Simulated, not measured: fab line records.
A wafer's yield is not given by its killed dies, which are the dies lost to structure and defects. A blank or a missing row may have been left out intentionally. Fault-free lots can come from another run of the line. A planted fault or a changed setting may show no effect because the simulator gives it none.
8D (eight disciplines) problem report, filled in by code | flow sky130 | the parts of the form that need people (team, actions taken, sign-off) are left out

## 1. THE ISSUE
At SKY_LDD_P_CD_MEAS_07, cd_nm averages 368.9 nm over 4 wafers from 2 lots, while fault-free wafers read 379.6 nm, standard deviation 2. Measured from the usual mean, that is -5.3 standard deviations.
The step: target cd 380 nm.
Seen first at day 26 01:56 on cd_sem-01, wafer L214.3. The record holds 36 wafers of 12 lots with a number at this step. Rule for "out" (also "out of limits"): further than 4 standard deviations from the usual mean. The rest of the wafers with a number are treated as sound.

## 2. WHAT IT IS; WHAT IT IS NOT
question                    | is                             | is not
which readings at this step | cd_nm                          | -
which lots                  | L214, L215                     | L195, L196, L198, L199, L200, L201, L202, L204, L205, L206
which wafers of those lots  | L214.3, L215.3, L215.4, L215.5 | L214.1, L214.2
read on which gauges        | cd_sem-01, cd_sem-02           | -
when                        | from day 26 01:56              | up to then (32 sound wafers)

## 3. SUSPECTS, AND WHAT RULES EACH OUT
Counting: a tool at a process step up to the reading stays a suspect if it ran every lot that is out. Sound lots after the first of them don't rule it out here, since some wafers of a struck lot are sound.
- the gauge at SKY_LDD_P_CD_MEAS_07: ruled out. Those wafers that are out were read across 2 gauges (cd_sem-01, cd_sem-02).
- rie_diel-04 at SKY_POLY_GATE_ETCH_16 (etches Si3N4 in CH3F/O2, stops on poly-Si, time 147.5 s, target depth 75 nm): kept. Ran every lot that is out, first one L214 (day 23 12:38); last sound lot up to then L202 (day 20 03:40).
- iline_stepper-02 at SKY_LDD_P_EXPOSE_04 (exposes mask PSDM, target cd 380 nm): kept. Ran every lot that is out, first one L214 (day 25 11:44); last sound lot up to then L206 (day 22 19:41).
Left after counting: rie_diel-04 at SKY_POLY_GATE_ETCH_16, iline_stepper-02 at SKY_LDD_P_EXPOSE_04.

## 4. THE CAUSE (what the simulator had put in)
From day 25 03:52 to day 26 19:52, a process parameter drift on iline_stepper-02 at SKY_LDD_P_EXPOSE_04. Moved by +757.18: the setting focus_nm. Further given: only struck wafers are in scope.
Counting left 2 suspects, and this tool is among them.

## 5. SEQUENCE OF EFFECTS, ordered by route
Each row: a reading whose mean over the struck wafers that have a number lies more than 3 standard deviations from the usual. Only readings whose record carries a usual standard deviation are examined. hours: median over the lots of the time between each lot's start at the first step of this table that gives one and its start at this step. sigmas: the change, counted in usual standard deviations.
hours | step                 | reading | usual    | on struck wafers | change | sigmas
0     | SKY_LDD_P_CD_MEAS_07 | cd_nm   | 379.6 nm | 368.9            | -10.7  | -5.3

## 6. WHAT WOULD HAVE CAUGHT IT SOONER
In this record the first reading out of limits at a measuring or inspecting step was taken at day 26 01:56, 22 hours after the fault began at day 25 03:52.
Lots out: 2; all had begun SKY_LDD_P_EXPOSE_04 on iline_stepper-02 by day 26 01:56. A hold on the tool at that time would have spared none of them.
